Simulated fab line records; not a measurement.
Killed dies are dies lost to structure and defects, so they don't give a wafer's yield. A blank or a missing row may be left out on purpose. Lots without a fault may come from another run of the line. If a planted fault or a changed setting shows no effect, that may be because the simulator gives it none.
Which of the tools did it? ; flow gf180mcu ; 38 wafers from 13 lots sampled at 3 of the route's 602 steps

== WHAT EACH GAUGE READ, for each wafer ==
GF_V5_THK_MEAS_01. Usual: for V5_CVD_00_THK the level is 302 nm and the standard deviation is 4.6.
lot;measured;on;V5_CVD_00_THK (nm);flag
L178;day 26 20:26;filmMetro-04;299 299 300;
L179;day 26 23:56;filmMetro-03;302 314 301;
L180;day 27 10:59;filmMetro-03;309 305 305;
L181;day 28 00:54;filmMetro-03;315 303 298;
L182;day 28 02:35;filmMetro-03;306 304 314;
L184;day 28 23:26;filmMetro-04;297 297 299;
L185;day 29 02:20;filmMetro-03;299 298 295;
L190;day 30 12:09;filmMetro-03;303 306;
L191;day 30 20:17;filmMetro-04;303 304 300;
L194;day 31 23:26;filmMetro-04;302 303 300;
L196;day 32 03:53;filmMetro-03;304 305 305;
L197;day 32 12:05;filmMetro-04;306 303 303;
L201;day 33 11:50;filmMetro-04;296 294 300;

== EACH LOT AND THE TOOL THAT RAN IT (in order: tool; ch and the chambers of the sampled wafers; start) ==
lot;GF_V2_STRIP_19;GF_MIM_METAL_ETCH_19
L178;wetBench-02 ch 3, day 20 17:39;rieMetal-02 ch 0, day 25 21:49
L179;wetBench-04 ch 2, day 20 23:52;rieMetal-02 ch 0, day 26 01:43
L180;wetBench-04 ch 0, day 21 13:54;rieMetal-02 ch 0,1, day 26 13:20
L181;wetBench-04 ch 2, day 22 04:36;rieMetal-02 ch 0,1, day 27 02:43
L182;wetBench-01 ch 0, day 22 05:18;rieMetal-02 ch 0,1, day 27 04:16
L184;wetBench-04 ch 3, day 23 06:47;rieMetal-04 ch 0,1, day 28 02:29
L185;wetBench-02 ch 2, day 23 11:02;rieMetal-04 ch 0,1, day 28 06:20
L190;wetBench-02 ch 0, day 25 01:08;rieMetal-03 ch 0, day 29 16:15
L191;wetBench-02 ch 0, day 25 12:58;rieMetal-04 ch 0,1, day 30 00:37
L194;wetBench-04 ch 2, day 26 19:47;rieMetal-02 ch 0,1, day 31 04:23
L196;wetBench-04 ch 3, day 27 01:32;rieMetal-04 ch 0, day 31 09:16
L197;wetBench-04 ch 1, day 27 10:23;rieMetal-03 ch 0,1, day 31 17:20
L201;wetBench-01 ch 1, day 28 16:40;rieMetal-03 ch 0,1, day 32 19:01
- GF_V2_STRIP_19: strips in post etch residue remover, time 1200 s.
- GF_MIM_METAL_ETCH_19: etches the open film in Cl2/BCl3, stops on Si3N4, target depth 324.5 nm, time 54.1 s.

== AS READ BY THE TOOLS THEMSELVES (means over the sampled wafers that have a number; for cases with no such wafer, the mark the record gives instead) ==
GF_V2_STRIP_19. Usual: 15.1 % for bathHeatDutyPct, sd 1.5.
lot;tool;bathHeatDutyPct (%);flag
L178;wetBench-02;13.9;
L179;wetBench-04;17.8;
L180;wetBench-04;15.5;
L181;wetBench-04;17.2;
L182;wetBench-01;13.8;
L184;wetBench-04;14.7;
L185;wetBench-02;15.5;
L190;wetBench-02;14.1;
L191;wetBench-02;13.5;
L194;wetBench-04;16.7;
L196;wetBench-04;14.6;
L197;wetBench-04;15.5;
L201;wetBench-01;15.8;

GF_MIM_METAL_ETCH_19. Usual: drypumpMotorCurrentA 5.82 A, standard deviation 0.15; oesProductAu 0.941 a.u., standard deviation 0.0065; throttleValvePct 28.283 %, standard deviation 0.011.
lot;tool;drypumpMotorCurrentA (A);oesProductAu (a.u.);throttleValvePct (%);flag
L178;rieMetal-02;5.73;0.947;28.274;
L179;rieMetal-02;5.74;0.949;28.277;
L180;rieMetal-02;5.71;0.939;28.290;
L181;rieMetal-02;5.67;0.941;28.287;
L182;rieMetal-02;5.68;0.947;28.287;
L184;rieMetal-04;6.00;0.934;28.279;
L185;rieMetal-04;6.01;0.942;28.279;
L190;rieMetal-03;5.86;0.950;28.268;
L191;rieMetal-04;5.97;0.940;28.281;
L194;rieMetal-02;5.68;0.936;28.282;
L196;rieMetal-04;6.05;0.945;28.285;
L197;rieMetal-03;5.77;0.940;28.279;
L201;rieMetal-03;5.76;0.943;28.280;

== THE ANSWER, worked out from the rows above alone ==
Rule: a lot counts as off when the mean over its wafers that have a number is more than 3 standard deviations away from the usual mean. Also off: a lot with no number at a reading for which 4 or more lots have one. All remaining lots with rows at the step are treated as sound. First the gauges in route order, then the tools' own readings, where a lot's mean is used as printed above. At the first step where some lot is off, the reading lying furthest off is the one used; lots without a number count as furthest.
No lot is off on any of the readings shown, so nothing can be concluded from this.

== WHAT HAD BEEN PUT IN BY THE SIMULATOR ==
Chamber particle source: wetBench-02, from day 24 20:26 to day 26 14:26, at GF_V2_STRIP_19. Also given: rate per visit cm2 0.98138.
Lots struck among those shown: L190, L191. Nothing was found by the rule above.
